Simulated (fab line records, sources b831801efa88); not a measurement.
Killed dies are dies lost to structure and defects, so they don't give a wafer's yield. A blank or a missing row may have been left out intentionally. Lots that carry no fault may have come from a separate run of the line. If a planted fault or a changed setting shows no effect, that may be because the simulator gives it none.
The tool behind it: which one? -- flow gf180mcu -- 12 lots, 34 wafers sampled, at 6 steps of a route of 602

== WHAT THE GAUGES READ, wafer by wafer ==
GF_CONTACT_BOW_MEAS_05. Usual: CONTACT_BOW gives 65 um (standard deviation 6.9).
lot,measured,on,CONTACT_BOW (um),flag
L979,day 15 00:17,film-metro-02,68 69 72,
L980,day 16 00:26,film-metro-03,79 55 71,
L983,day 16 18:32,film-metro-01,60 68 68,
L985,day 17 04:46,film-metro-02,64 64 63,
L986,day 17 19:56,film-metro-02,62 52 68,
L987,day 18 02:15,film-metro-02,68 57 58,
L988,day 18 09:38,film-metro-02,68 67 63,
L993,day 20 05:56,film-metro-01,67 63,
L994,day 20 14:19,film-metro-02,66 78,
L999,day 22 11:01,film-metro-03,58 64 51,
L100,day 22 14:14,film-metro-03,66 65 67,
L102,day 23 08:09,film-metro-02,74 63 60,

GF_M1_CD_MEAS_14: the cd target is 230 nm. Usual: cd-nm 230.0 nm, standard deviation 1.4.
lot,measured,on,cd-nm (nm),flag
L979,day 16 21:55,cd-sem-01,227.3 229.0 228.6,
L980,day 18 00:36,cd-sem-01,229.9 231.5 229.3,
L983,day 18 19:11,cd-sem-01,231.2 229.8 229.5,
L985,day 19 05:20,cd-sem-01,233.2 232.4 231.2,
L986,day 19 22:08,cd-sem-01,229.2 230.0 228.8,
L987,day 20 03:32,cd-sem-01,230.2 229.4 230.4,
L988,day 20 11:37,cd-sem-02,229.7 229.7 229.5,
L993,day 22 06:55,cd-sem-02,228.4 230.5,
L994,day 22 15:01,cd-sem-01,227.3 227.9,
L999,day 24 09:52,cd-sem-01,229.2 230.3 229.5,
L100,day 24 12:01,cd-sem-02,232.2 231.2 231.6,
L102,day 25 05:23,cd-sem-02,231.7 231.7 230.8,

GF_M2_RS_MEAS_05: measures by four-point-probe. Usual: M2_ALCU_RS gives 0.0693 ohm/sq (standard deviation 0.00054).
lot,measured,on,M2_ALCU_RS (ohm/sq),flag
L979,day 18 00:28,film-metro-04,0.0685 0.0682 0.0689,
L980,day 19 03:41,film-metro-03,0.0690 0.0699 0.0698,
L983,day 19 22:59,film-metro-04,0.0690 0.0688 0.0684,
L985,day 20 07:58,film-metro-02,0.0700 0.0692 0.0692,
L986,day 21 01:16,film-metro-04,0.0698 0.0698 0.0696,
L987,day 21 07:03,film-metro-04,0.0690 0.0687 0.0688,
L988,day 21 14:48,film-metro-02,0.0686 0.0690 0.0688,
L993,day 23 09:50,film-metro-04,0.1096 0.0705,OFF
L994,day 23 16:51,film-metro-04,0.1059 0.0683,OFF
L999,day 25 11:06,film-metro-04,0.0698 0.0693 0.0700,
L100,day 25 12:56,film-metro-02,0.0703 0.0696 0.0701,
L102,day 26 05:24,film-metro-04,0.0686 0.0691 0.0690,

GF_M2_THK_MEAS_06: measures by xrf. Usual: M2_ALCU_THK gives 451 nm (standard deviation 5.2).
lot,measured,on,M2_ALCU_THK (nm),flag
L979,day 18 00:35,film-metro-04,456 458 456,
L980,day 19 03:47,film-metro-03,451 445 445,
L983,day 19 23:05,film-metro-04,459 458 459,
L985,day 20 08:05,film-metro-02,441 446 446,
L986,day 21 01:23,film-metro-04,449 452 451,
L987,day 21 07:10,film-metro-04,456 457 454,
L988,day 21 14:55,film-metro-02,449 444 450,
L993,day 23 09:56,film-metro-04,287 448,OFF
L994,day 23 16:58,film-metro-04,298 459,OFF
L999,day 25 11:13,film-metro-04,451 455 449,
L100,day 25 13:03,film-metro-02,440 445 440,
L102,day 26 05:30,film-metro-04,456 450 449,

== WHAT TOOL EACH LOT RAN ON (gives the tool, then ch and the chambers of the sampled wafers, and finally the start) ==
lot,GF_M2_SPUTTER_01,GF_M2_SPUTTER_02
L979,"pvd-sputter-04, day 18 00:21","pvd-sputter-04, day 18 00:23"
L980,"pvd-sputter-04, day 19 03:32","pvd-sputter-04, day 19 03:34"
L983,"pvd-sputter-02, day 19 22:50","pvd-sputter-02, day 19 22:52"
L985,"pvd-sputter-02, day 20 07:50","pvd-sputter-02, day 20 07:52"
L986,"pvd-sputter-03, day 21 01:09","pvd-sputter-03, day 21 01:11"
L987,"pvd-sputter-02, day 21 06:56","pvd-sputter-02, day 21 06:58"
L988,"pvd-sputter-02, day 21 14:39","pvd-sputter-02, day 21 14:41"
L993,"pvd-sputter-04, day 23 09:40","pvd-sputter-04, day 23 09:42"
L994,"pvd-sputter-04, day 23 16:44","pvd-sputter-04, day 23 16:46"
L999,"pvd-sputter-02, day 25 10:59","pvd-sputter-02, day 25 11:01"
L100,"pvd-sputter-02, day 25 12:49","pvd-sputter-02, day 25 12:50"
L102,"pvd-sputter-03, day 26 05:14","pvd-sputter-03, day 26 05:16"
- GF_M2_SPUTTER_01: material TiN, target thk 30 nm, time 25 s.
- GF_M2_SPUTTER_02: material AlCu, target thk 450 nm, time 23.9 s.

== AS READ BY THE TOOLS THEMSELVES (means over the sampled wafers that have a number; for cases with no such wafer, the mark the record gives instead) ==
GF_M2_SPUTTER_01. Usual: throttle-valve-pct 30.2 %, standard deviation 1.2.
lot,tool,throttle-valve-pct (%),flag
L979,pvd-sputter-04,30.1,
L980,pvd-sputter-04,29.9,
L983,pvd-sputter-02,31.3,
L985,pvd-sputter-02,30.4,
L986,pvd-sputter-03,29.7,
L987,pvd-sputter-02,31.2,
L988,pvd-sputter-02,30.1,
L993,pvd-sputter-04,29.4,
L994,pvd-sputter-04,29.4,
L999,pvd-sputter-02,30.1,
L100,pvd-sputter-02,31.2,
L102,pvd-sputter-03,30.4,

GF_M2_SPUTTER_02. Usual: throttle-valve-pct 30.2 %, standard deviation 1.2.
lot,tool,throttle-valve-pct (%),flag
L979,pvd-sputter-04,30.0,
L980,pvd-sputter-04,29.7,
L983,pvd-sputter-02,31.1,
L985,pvd-sputter-02,30.3,
L986,pvd-sputter-03,29.7,
L987,pvd-sputter-02,31.4,
L988,pvd-sputter-02,30.4,
L993,pvd-sputter-04,29.4,
L994,pvd-sputter-04,29.4,
L999,pvd-sputter-02,30.1,
L100,pvd-sputter-02,31.1,
L102,pvd-sputter-03,30.4,

== THE ANSWER, worked out from the rows above alone ==
Rule: a lot counts as off when the mean over its wafers that have a number is more than 3 standard deviations away from the usual mean. A lot without any number at a reading at which 4 lots or more have one is off too. The other lots that the step has rows for count as sound. Order of review: gauges by route order, followed by the tools' own readings, for which a lot's mean as printed above is used. At the first step where some lot is off, the reading lying furthest off is the one used; lots without a number count as furthest.
Off: L993, L994, seen at GF_M2_RS_MEAS_05 (M2_ALCU_RS).
A tool fits if, at a process step before that reading, it ran every lot that is off, and no sound lot after the first of them. Those tools and the gauges at GF_M2_RS_MEAS_05 are tried in the same way. One candidate fits, namely pvd-sputter-04 at GF_M2_SPUTTER_01 and GF_M2_SPUTTER_02. At GF_M2_SPUTTER_01 its last sound lot is L980 (day 19 03:32), its first lot that is off L993 (day 23 09:40): a fault that began between those two fits.

== WHAT WAS PUT IN BY THE SIMULATOR ==
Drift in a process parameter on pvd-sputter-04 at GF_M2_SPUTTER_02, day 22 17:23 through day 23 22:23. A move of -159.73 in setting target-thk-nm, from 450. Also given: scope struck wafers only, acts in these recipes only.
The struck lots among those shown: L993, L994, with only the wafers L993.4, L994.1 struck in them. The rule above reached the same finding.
